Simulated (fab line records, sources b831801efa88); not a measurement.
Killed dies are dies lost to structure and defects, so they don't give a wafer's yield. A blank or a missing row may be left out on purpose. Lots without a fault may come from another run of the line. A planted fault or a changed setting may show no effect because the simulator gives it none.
Chamber matching | flow sky130 | SKY_CONTACT_CMP_04 on cmp-02: 4 sister chambers
The step polishes SiO2. 8 wafers are shown with their chamber, then 7 later ones without.

WAFERS WITH THEIR CHAMBER
wafer  | chamber | motor_current_A (A) | time_to_endpoint_s (s)
L708.2 | 2       | 11.6                | 85
L708.3 | 1       | 12.0                | 84
L708.6 | 3       | 11.2                | 80
L714.2 | 0       | 12.3                | 84
L714.3 | 3       | 10.7                | 79
L714.6 | 1       | 12.7                | 85
L720.2 | 0       | 11.5                | 88
L720.3 | 2       | 11.2                | 90

WAFERS WITHOUT THEIR CHAMBER
wafer  | motor_current_A (A) | time_to_endpoint_s (s)
L720.5 | 13.6                | 91
L721.2 | 10.7                | 89
L721.3 | 11.3                | 87
L721.6 | 11.6                | 96
L725.1 | 11.3                | 85
L725.5 | 12.5                | 91
L725.6 | 11.1                | 89

WHICH CHAMBER EACH WENT THROUGH
wafer  | from the rows above               | in truth
L720.5 | can't be placed: 1 or 0 or 2      | 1
L721.2 | can't be placed: 2 or 0           | 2
L721.3 | can't be placed: 2 or 0           | 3
L721.6 | can't be placed: 2 or 0 or 1      | 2
L725.1 | can't be placed: 2 or 0 or 1 or 3 | 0
L725.5 | can't be placed: 0 or 1 or 2      | 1
L725.6 | can't be placed: 2 or 0           | 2
Placed correctly: 0 of 7. Can't be placed from these rows: 7 (the true chamber is among the candidates in 6). Placed wrongly: 0.
How it was worked out, from the rows above alone: a wafer's distance from a chamber is the root of the sum, over the readings, of the square of ((its reading less the chamber's mean) divided by the reading's scatter). The wafer belongs to the nearest chamber; if the next one is less than 2 further off, it can't be placed. A chamber's mean is the mean of its shown wafers. The scatter: the root of (the sum of the squares of (reading less its chamber's mean) over the shown wafers, divided by (wafers less chambers)).
